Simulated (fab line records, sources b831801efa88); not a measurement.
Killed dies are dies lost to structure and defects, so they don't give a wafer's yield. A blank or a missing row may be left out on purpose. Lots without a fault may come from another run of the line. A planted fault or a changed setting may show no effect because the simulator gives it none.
A struck lot beside a sound one | flow gf180mcu | 14 steps out of a route of 602
Sound: wafers L586.1, L586.4, L586.6. Struck: wafers L588.4, L588.5, L588.6. The cause comes at the end.
At each step with rows: each side's tool, then ch and its chambers, then its first start. Under that, the readings that differ: sound wafers | struck wafers | difference of the means | sigmas: that difference in standard deviations of wafers without a fault.
alike: readings whose means differ by less than 2 such deviations, and words and numbers that are the same on both sides. not compared: withheld readings, readings that some wafer has no value for, bounds like >300 that may hide the same value, and numbers for which the record gives no deviation and whose values overlap.
The two part at a step that has a row with sigmas, a row that says differs or no value, or rows on one side only. Numbers that don't overlap but have no deviation are shown without sigmas and don't part them. A reading that every wafer of one side lacks parts them only if that side has two wafers or more.

first, 4 steps without rows for these wafers: GF_VT_IMPLANT_SOFTBAKE_14 (time 60 s); GF_VT_IMPLANT_EXPOSE_15 (exposes mask Nwell LV AREA, target cd 860 nm); GF_VT_IMPLANT_PEB_16; GF_VT_IMPLANT_DEVELOP_17 (develop time 60 s).
GF_VT_IMPLANT_OVL_MEAS_18:
  sound on overlay-02, day 9 21:07; struck on overlay-02, day 10 10:46
  alike: VT_IMPLANT_01_OVL
then, 1 step without rows for these wafers: GF_VT_IMPLANT_IMPLANT_19.
GF_VT_IMPLANT_STRIP_20: strips in O2/N2.
  sound on plasma_asher-04 ch 0,1, day 9 21:17; struck on plasma_asher-01 ch 0,1, day 10 10:58
  alike: drypump_motor_current_A, heater_power_w, oes_product_au, strip_time_to_endpoint_s
  not compared: rf_hours_counter_h
GF_VT_IMPLANT_TW_MEAS_21:
  sound on film_metro-01, day 9 21:23; struck on film_metro-04, day 10 11:04
  alike: VT_IMPLANT_2_TW
then, 4 steps without rows for these wafers: GF_VT_IMPLANT_DEHYDRATE_22 (time 60 s); GF_VT_IMPLANT_HMDS_23 (prime time 60 s); GF_VT_IMPLANT_COAT_24 (resist thk 1000 nm); GF_VT_IMPLANT_SOFTBAKE_25 (time 60 s).
GF_VT_IMPLANT_EXPOSE_26: exposes mask LVPWELL HV AREA, target cd 860 nm.
  sound on iline_stepper-02 ch 0, day 10 06:23; struck on iline_stepper-02, day 10 19:50
  no value came back on the struck wafers for exposure_dose_mJ_cm2, focus_offset_nm (nm); on the sound wafers exposure_dose_mJ_cm2 reads 139.95 139.89 139.82
  reading                            | sound                   | struck                  | difference | sigmas
  model.VT_IMPLANT.overlay_y_nm (nm) | -0.3964 -0.3964 -0.3964 | -1.637 -1.637 -1.637    | -1.241     |
  model.VT_IMPLANT.overlay_x_nm (nm) | 0.3611 0.3611 0.3611    | -0.7691 -0.7691 -0.7691 | -1.1302    |
  alike: mask
then, 1 step without rows for these wafers: GF_VT_IMPLANT_PEB_27.

WHERE THEY PART
Only at GF_VT_IMPLANT_EXPOSE_26, within this record.

WHY: what the simulator had put in
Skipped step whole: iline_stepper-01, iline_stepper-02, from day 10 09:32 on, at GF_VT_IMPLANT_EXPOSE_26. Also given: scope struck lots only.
